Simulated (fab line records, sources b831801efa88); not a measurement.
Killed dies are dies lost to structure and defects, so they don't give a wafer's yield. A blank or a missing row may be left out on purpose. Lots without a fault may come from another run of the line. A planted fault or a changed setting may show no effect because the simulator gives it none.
Which tool did it? | flow gf180mcu | 12 lots, 36 wafers sampled, at 4 steps of a route of 602

WHAT THE GAUGES READ, wafer by wafer
GF_MIM_THK_MEAS_11: measures by xrf. Usual: MIM_ALCU_THK 196.5 nm, standard deviation 2.9.
lot  | measured     | on            | MIM_ALCU_THK (nm) | flag
L506 | day 24 05:22 | film_metro-04 | 194.2 196.3 197.4 |
L508 | day 24 18:36 | film_metro-04 | 196.7 192.3 193.7 |
L509 | day 25 10:43 | film_metro-04 | 195.7 197.2 196.2 |
L510 | day 25 15:21 | film_metro-04 | 191.8 197.7 193.9 |
L512 | day 26 16:55 | film_metro-04 | 194.0 192.9 193.9 |
L514 | day 27 19:46 | film_metro-02 | 195.4 195.6 197.8 |
L522 | day 29 20:17 | film_metro-04 | 189.0 189.8 191.7 |
L523 | day 30 01:53 | film_metro-02 | 196.0 194.7 197.5 |
L526 | day 30 15:10 | film_metro-03 | 195.8 192.1 194.4 |
L525 | day 30 19:43 | film_metro-04 | 196.7 196.1 195.4 |
L527 | day 30 19:49 | film_metro-02 | 194.7 197.6 196.4 |
L529 | day 31 10:14 | film_metro-04 | 191.3 189.1 194.7 |

WHICH TOOL RAN EACH LOT (tool, then ch and the chambers of the sampled wafers, then the start)
lot  | GF_M4_METAL_ETCH_16               | GF_MIM_SPUTTER_04            | GF_MIM_SPUTTER_09
L506 | rie_metal-01 ch 0,1, day 23 03:07 | pvd_sputter-01, day 24 05:01 | pvd_sputter-03, day 24 05:13
L508 | rie_metal-02 ch 0,1, day 23 16:38 | pvd_sputter-03, day 24 18:14 | pvd_sputter-03, day 24 18:26
L509 | rie_metal-02 ch 0,1, day 24 10:08 | pvd_sputter-04, day 25 10:20 | pvd_sputter-03, day 25 10:33
L510 | rie_metal-03 ch 0,1, day 24 14:44 | pvd_sputter-03, day 25 14:59 | pvd_sputter-01, day 25 15:11
L512 | rie_metal-03 ch 0,1, day 25 16:14 | pvd_sputter-03, day 26 16:34 | pvd_sputter-01, day 26 16:46
L514 | rie_metal-02 ch 0,1, day 26 18:52 | pvd_sputter-03, day 27 19:25 | pvd_sputter-01, day 27 19:37
L522 | rie_metal-01 ch 0,1, day 28 21:53 | pvd_sputter-01, day 29 19:55 | pvd_sputter-04, day 29 20:07
L523 | rie_metal-01 ch 0,1, day 29 03:34 | pvd_sputter-04, day 30 01:32 | pvd_sputter-01, day 30 01:44
L526 | rie_metal-03 ch 0,1, day 29 17:53 | pvd_sputter-01, day 30 14:49 | pvd_sputter-04, day 30 15:01
L525 | rie_metal-02 ch 0,1, day 29 21:38 | pvd_sputter-04, day 30 19:22 | pvd_sputter-01, day 30 19:34
L527 | rie_metal-03 ch 0,1, day 29 22:22 | pvd_sputter-03, day 30 19:26 | pvd_sputter-04, day 30 19:38
L529 | rie_metal-01 ch 0, day 30 12:50   | pvd_sputter-01, day 31 09:52 | pvd_sputter-04, day 31 10:04
- GF_M4_METAL_ETCH_16: etches the open film in Cl2/BCl3, stops on SiO2, target depth 750.8 nm, time 125.1 s.
- GF_MIM_SPUTTER_04: material TiN, target thk 50 nm, time 41.7 s.
- GF_MIM_SPUTTER_09: material TiN, target thk 35 nm, time 29.2 s.

WHAT THE TOOLS THEMSELVES READ (means of the sampled wafers that have a number; where no wafer has one, the mark that the record gives instead)
GF_M4_METAL_ETCH_16. Usual: drypump_motor_current_A 5.5 A, standard deviation 0.34; oes_product_au 0.989 a.u., standard deviation 0.0053; rf_fwd_power_W 796.5 W, standard deviation 2.1; throttle_valve_pct 28.229 %, standard deviation 0.0088.
lot  | tool         | drypump_motor_current_A (A) | oes_product_au (a.u.) | rf_fwd_power_W (W) | throttle_valve_pct (%) | flag
L506 | rie_metal-01 | 5.7                         | 0.992                 | 797.5              | 28.224                 |
L508 | rie_metal-02 | 5.8                         | 0.990                 | 794.0              | 28.228                 |
L509 | rie_metal-02 | 5.7                         | 0.993                 | 797.6              | 28.225                 |
L510 | rie_metal-03 | 5.1                         | 0.993                 | 795.8              | 28.232                 |
L512 | rie_metal-03 | 5.2                         | 0.993                 | 797.7              | 28.218                 |
L514 | rie_metal-02 | 5.7                         | 0.990                 | 798.1              | 28.223                 |
L522 | rie_metal-01 | 5.7                         | 0.992                 | 796.7              | 28.221                 |
L523 | rie_metal-01 | 5.7                         | 0.995                 | 796.0              | 28.231                 |
L526 | rie_metal-03 | 5.1                         | 0.992                 | 796.4              | 28.229                 |
L525 | rie_metal-02 | 5.7                         | 0.984                 | 794.0              | 28.224                 |
L527 | rie_metal-03 | 5.0                         | 0.990                 | 795.9              | 28.233                 |
L529 | rie_metal-01 | 5.7                         | 0.990                 | 795.8              | 28.235                 |

GF_MIM_SPUTTER_04. Usual: chamber_pressure_pa 0.4001 Pa, standard deviation 0.00068; throttle_valve_pct 29.8 %, standard deviation 1.2.
lot  | tool           | chamber_pressure_pa (Pa) | throttle_valve_pct (%) | flag
L506 | pvd_sputter-01 | 0.3991                   | 29.5                   |
L508 | pvd_sputter-03 | 0.4004                   | 30.5                   |
L509 | pvd_sputter-04 | 0.3995                   | 29.9                   |
L510 | pvd_sputter-03 | 0.4003                   | 30.3                   |
L512 | pvd_sputter-03 | 0.4357                   | 30.0                   | OFF
L514 | pvd_sputter-03 | 0.4361                   | 30.1                   | OFF
L522 | pvd_sputter-01 | 0.4005                   | 29.8                   |
L523 | pvd_sputter-04 | 0.4002                   | 30.0                   |
L526 | pvd_sputter-01 | 0.4000                   | 30.1                   |
L525 | pvd_sputter-04 | 0.3995                   | 30.0                   |
L527 | pvd_sputter-03 | 0.4001                   | 30.5                   |
L529 | pvd_sputter-01 | 0.4006                   | 30.2                   |

GF_MIM_SPUTTER_09. Usual: chamber_pressure_pa 0.4000 Pa, standard deviation 0.00078; throttle_valve_pct 29.8 %, standard deviation 1.1.
lot  | tool           | chamber_pressure_pa (Pa) | throttle_valve_pct (%) | flag
L506 | pvd_sputter-03 | 0.4003                   | 29.1                   |
L508 | pvd_sputter-03 | 0.3993                   | 28.0                   |
L509 | pvd_sputter-03 | 0.4002                   | 29.8                   |
L510 | pvd_sputter-01 | 0.3996                   | 29.7                   |
L512 | pvd_sputter-01 | 0.3993                   | 29.7                   |
L514 | pvd_sputter-01 | 0.3997                   | 29.8                   |
L522 | pvd_sputter-04 | 0.4002                   | 30.3                   |
L523 | pvd_sputter-01 | 0.4004                   | 29.4                   |
L526 | pvd_sputter-04 | 0.4003                   | 30.1                   |
L525 | pvd_sputter-01 | 0.3992                   | 29.5                   |
L527 | pvd_sputter-04 | 0.3999                   | 30.3                   |
L529 | pvd_sputter-04 | 0.4001                   | 30.5                   |

THE ANSWER, worked out from the rows above alone
Rule: a lot is off if the mean of its wafers that have a number lies more than 3 standard deviations from the usual mean. A lot without any number at a reading at which 4 lots or more have one is off too. The other lots that the step has rows for count as sound. The gauges are gone through in route order, then the tools' own readings, and for those a lot's mean is taken as printed above. The first step at which some lot is off is used, and at that step the reading that is off furthest; a lot without a number counts as furthest.
Off: L512, L514, at GF_MIM_SPUTTER_04 (chamber_pressure_pa).
A tool fits if, at that step or a process step before it, it ran every lot that is off, and no sound lot after the first of them. None of those tried fits.

WHAT THE SIMULATOR HAD PUT IN
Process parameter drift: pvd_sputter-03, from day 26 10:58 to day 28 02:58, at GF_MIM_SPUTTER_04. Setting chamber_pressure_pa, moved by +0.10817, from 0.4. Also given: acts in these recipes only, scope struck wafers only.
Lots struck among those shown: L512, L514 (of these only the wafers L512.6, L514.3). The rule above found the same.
